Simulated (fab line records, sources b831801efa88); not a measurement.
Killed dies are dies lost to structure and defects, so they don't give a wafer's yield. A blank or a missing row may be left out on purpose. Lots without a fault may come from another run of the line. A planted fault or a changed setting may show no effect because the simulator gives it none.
Chamber matching | flow sfq_line | SFQ_TRILAYER_L0_CAP_PECVD_011 on pecvd-02: 3 sister chambers
The step deposits SiO2 from SiH4/N2O, time 13.333 s, target thk 60 nm. 6 wafers are shown with their chamber, then 8 later ones without.

WAFERS WITH THEIR CHAMBER
wafer  | chamber | throttle_valve_pct (%) | heater_power_outer_w (W)
L492.1 | 2       | 25.0                   | 21
L492.4 | 1       | 24.7                   | 23
L494.1 | 1       | 24.9                   | 28
L494.3 | 0       | 24.6                   | 24
L494.5 | 2       | 25.7                   | 21
L498.3 | 0       | 24.6                   | 23

WAFERS WITHOUT THEIR CHAMBER
wafer  | throttle_valve_pct (%) | heater_power_outer_w (W)
L498.4 | 24.9                   | 18
L498.6 | 25.4                   | 17
L499.1 | 25.5                   | 18
L499.4 | 25.5                   | 19
L499.5 | 24.6                   | 27
L501.3 | 25.0                   | 27
L501.4 | 25.5                   | 22
L501.5 | 24.6                   | 25

WHICH CHAMBER EACH WENT THROUGH
wafer  | from the rows above          | in truth
L498.4 | can't be placed: 2 or 0 or 1 | 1
L498.6 | 2                            | 2
L499.1 | 2                            | 2
L499.4 | 2                            | 2
L499.5 | can't be placed: 1 or 0      | 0
L501.3 | can't be placed: 1 or 0      | 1
L501.4 | 2                            | 2
L501.5 | can't be placed: 1 or 0      | 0
Placed correctly: 4 of 8. Can't be placed from these rows: 4 (the true chamber is among the candidates in 4). Placed wrongly: 0.
How it was worked out, from the rows above alone: a wafer's distance from a chamber is the root of the sum, over the readings, of the square of ((its reading less the chamber's mean) divided by the reading's scatter). The wafer belongs to the nearest chamber; if the next one is less than 2 further off, it can't be placed. A chamber's mean is the mean of its shown wafers. The scatter: the root of (the sum of the squares of (reading less its chamber's mean) over the shown wafers, divided by (wafers less chambers)).
